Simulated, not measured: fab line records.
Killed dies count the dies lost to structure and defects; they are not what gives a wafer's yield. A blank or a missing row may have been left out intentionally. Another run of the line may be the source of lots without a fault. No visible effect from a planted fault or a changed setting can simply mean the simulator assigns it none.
Which tool did it? | flow sky130 | 27 wafers from 9 lots sampled at 4 of the route's 708 steps

## WHAT EACH GAUGE READ, for each wafer
SKY_METAL5_RS_MEAS_05: measurement is done with a four-point probe.
lot  | measured     | on            | METAL5_ALCU_RS (ohm/sq)
L246 | day 43 11:40 | film_metro-01 | 0.0274 0.0277 0.0273
L247 | day 44 00:49 | film_metro-01 | 0.0274 0.0274 0.0265
L248 | day 44 05:09 | film_metro-03 | 0.0274 0.0272 0.0266
L249 | day 44 07:19 | film_metro-03 | 0.0272 0.0269 0.0269
L253 | day 45 12:44 | film_metro-04 | 0.0278 0.0270 0.0276
L255 | day 46 01:26 | film_metro-01 | 0.0270 0.0278 0.0271
L259 | day 46 18:35 | film_metro-04 | 0.0271 0.0272 0.0268
L260 | day 46 23:07 | film_metro-03 | 0.0272 0.0272 0.0274
L263 | day 47 18:47 | film_metro-04 | 0.0266 0.0239 0.0240

SKY_METAL5_THK_MEAS_06: measures by xrf.
lot  | measured     | on            | METAL5_ALCU_THK (nm)
L246 | day 43 11:47 | film_metro-01 | 1137 1117 1135
L247 | day 44 00:56 | film_metro-01 | 1129 1135 1167
L248 | day 44 05:16 | film_metro-03 | 1142 1154 1174
L249 | day 44 07:25 | film_metro-03 | 1155 1166 1171
L253 | day 45 12:50 | film_metro-04 | 1132 1170 1136
L255 | day 46 01:33 | film_metro-01 | 1139 1106 1130
L259 | day 46 18:41 | film_metro-04 | 1173 1167 1181
L260 | day 46 23:14 | film_metro-03 | 1159 1160 1142
L263 | day 47 18:54 | film_metro-04 | 1194 1324 1321

## WHAT TOOL EACH LOT RAN ON (gives the tool, then ch and the chambers of the sampled wafers, and finally the start)
lot  | SKY_METAL5_SPUTTER_02        | SKY_METAL5_SPUTTER_03
L246 | pvd_sputter-04, day 43 11:32 | pvd_sputter-04, day 43 11:35
L247 | pvd_sputter-02, day 44 00:41 | pvd_sputter-02, day 44 00:44
L248 | pvd_sputter-01, day 44 05:02 | pvd_sputter-01, day 44 05:05
L249 | pvd_sputter-01, day 44 07:11 | pvd_sputter-01, day 44 07:14
L253 | pvd_sputter-01, day 45 12:35 | pvd_sputter-01, day 45 12:38
L255 | pvd_sputter-04, day 46 01:19 | pvd_sputter-04, day 46 01:22
L259 | pvd_sputter-01, day 46 18:25 | pvd_sputter-01, day 46 18:28
L260 | pvd_sputter-04, day 46 22:59 | pvd_sputter-04, day 46 23:02
L263 | pvd_sputter-01, day 47 18:39 | pvd_sputter-01, day 47 18:42
- SKY_METAL5_SPUTTER_02: material AlCu, target thk 1150 nm, time 61.2 s.
- SKY_METAL5_SPUTTER_03: material Ti, target thk 5 nm, time 3.3 s.

## AS READ BY THE TOOLS THEMSELVES (means over the sampled wafers that have a number; for cases with no such wafer, the mark the record gives instead)
SKY_METAL5_SPUTTER_02.
lot  | tool           | throttle_valve_pct (%)
L246 | pvd_sputter-04 | 30.2
L247 | pvd_sputter-02 | 29.2
L248 | pvd_sputter-01 | 31.7
L249 | pvd_sputter-01 | 30.8
L253 | pvd_sputter-01 | 31.5
L255 | pvd_sputter-04 | 29.7
L259 | pvd_sputter-01 | 30.0
L260 | pvd_sputter-04 | 29.8
L263 | pvd_sputter-01 | 31.5

SKY_METAL5_SPUTTER_03.
lot  | tool           | throttle_valve_pct (%)
L246 | pvd_sputter-04 | 30.1
L247 | pvd_sputter-02 | 29.3
L248 | pvd_sputter-01 | 31.7
L249 | pvd_sputter-01 | 30.9
L253 | pvd_sputter-01 | 31.8
L255 | pvd_sputter-04 | 29.7
L259 | pvd_sputter-01 | 29.9
L260 | pvd_sputter-04 | 30.0
L263 | pvd_sputter-01 | 31.7

## THE ANSWER, worked out from the rows above alone
Rule: the usual values come from the lots themselves. The widest of any qualifying gaps counts: lots, ordered by their means at a reading, are off when they make up no more than a third of the lots, leave a main group of 4 or more, and stand apart from it by 3 or more times the standard deviation of that group's means. Not used: any main group whose means are identical at the precision the tables above print for the reading. A lot without any number at a reading at which 4 lots or more have one is off too. Where the step has rows for the other lots, those lots are counted as sound. First the gauges in route order, then the tools' own readings, where a lot's mean is used as printed above. The first step at which some lot is off is used, and at that step the reading that is off furthest; a lot without a number counts as furthest.
Off: L263, at SKY_METAL5_RS_MEAS_05 (METAL5_ALCU_RS). The main group has a mean of 0.0272 ohm/sq with a standard deviation of 0.00018.
If a tool, at a process step before that reading, ran all the lots that are off and no sound lot after the first of them, it fits. Those tools and the gauges at SKY_METAL5_RS_MEAS_05 are tried in the same way. Undecided on this evidence; 2 tools fit (pvd_sputter-01 at SKY_METAL5_SPUTTER_02 and SKY_METAL5_SPUTTER_03, film_metro-04 at SKY_METAL5_RS_MEAS_05).

## WHAT WAS PUT IN BY THE SIMULATOR
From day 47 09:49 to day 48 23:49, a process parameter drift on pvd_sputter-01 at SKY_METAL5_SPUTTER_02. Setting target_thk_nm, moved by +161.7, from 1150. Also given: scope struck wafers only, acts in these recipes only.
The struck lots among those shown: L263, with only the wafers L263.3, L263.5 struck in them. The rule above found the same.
